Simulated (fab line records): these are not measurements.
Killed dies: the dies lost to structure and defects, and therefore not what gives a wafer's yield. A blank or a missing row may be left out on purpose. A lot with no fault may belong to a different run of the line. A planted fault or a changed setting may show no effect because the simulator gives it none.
Chamber matching -- flow sky130 -- 4 sister chambers for SKY_LI_CONTACT_CMP_02 on cmp-01
The step polishes PSG. 8 wafers are shown with their chamber, then 8 later ones without.

EACH WAFER AND ITS CHAMBER
wafer,chamber,motorCurrentA (A),slurryFilterDpKPa (kPa)
L824.5,0,15.0,13.44
L836.6,1,12.4,13.39
L839.2,0,14.2,13.44
L839.3,3,11.8,13.28
L839.4,1,12.7,13.41
L841.3,3,11.4,13.65
L841.5,2,12.6,13.49
L842.1,2,12.6,13.63

WAFERS WHOSE CHAMBER IS MISSING
wafer,motorCurrentA (A),slurryFilterDpKPa (kPa)
L842.5,12.8,13.67
L842.6,12.8,13.68
L844.2,11.5,13.59
L844.3,14.7,13.38
L844.4,12.7,13.65
L845.3,11.1,13.51
L845.4,13.4,13.52
L845.5,14.6,13.54

CHAMBER TAKEN BY EACH
wafer,from the rows above,in truth
L842.5,can't be placed: 2 or 1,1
L842.6,can't be placed: 2 or 1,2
L844.2,3,3
L844.3,0,0
L844.4,can't be placed: 2 or 1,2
L845.3,3,3
L845.4,can't be placed: 2 or 1 or 0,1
L845.5,0,0
Placed correctly: 4 of 8. Not placeable from these rows: 4 (in 4, the candidates include the true chamber). Wrongly placed: 0.
How it was worked out, from the rows above alone: a wafer's distance from a chamber is the root of the sum, over the readings, of the square of ((its reading less the chamber's mean) divided by the reading's scatter). If the next closest chamber is less than 2 further off than the closest, the wafer can't be placed; otherwise it belongs to the closest. Each chamber's mean is taken over the wafers shown for it. The scatter: take each reading less its chamber's mean, square it, sum over the shown wafers, divide by the number of wafers less the number of chambers, and take the root.
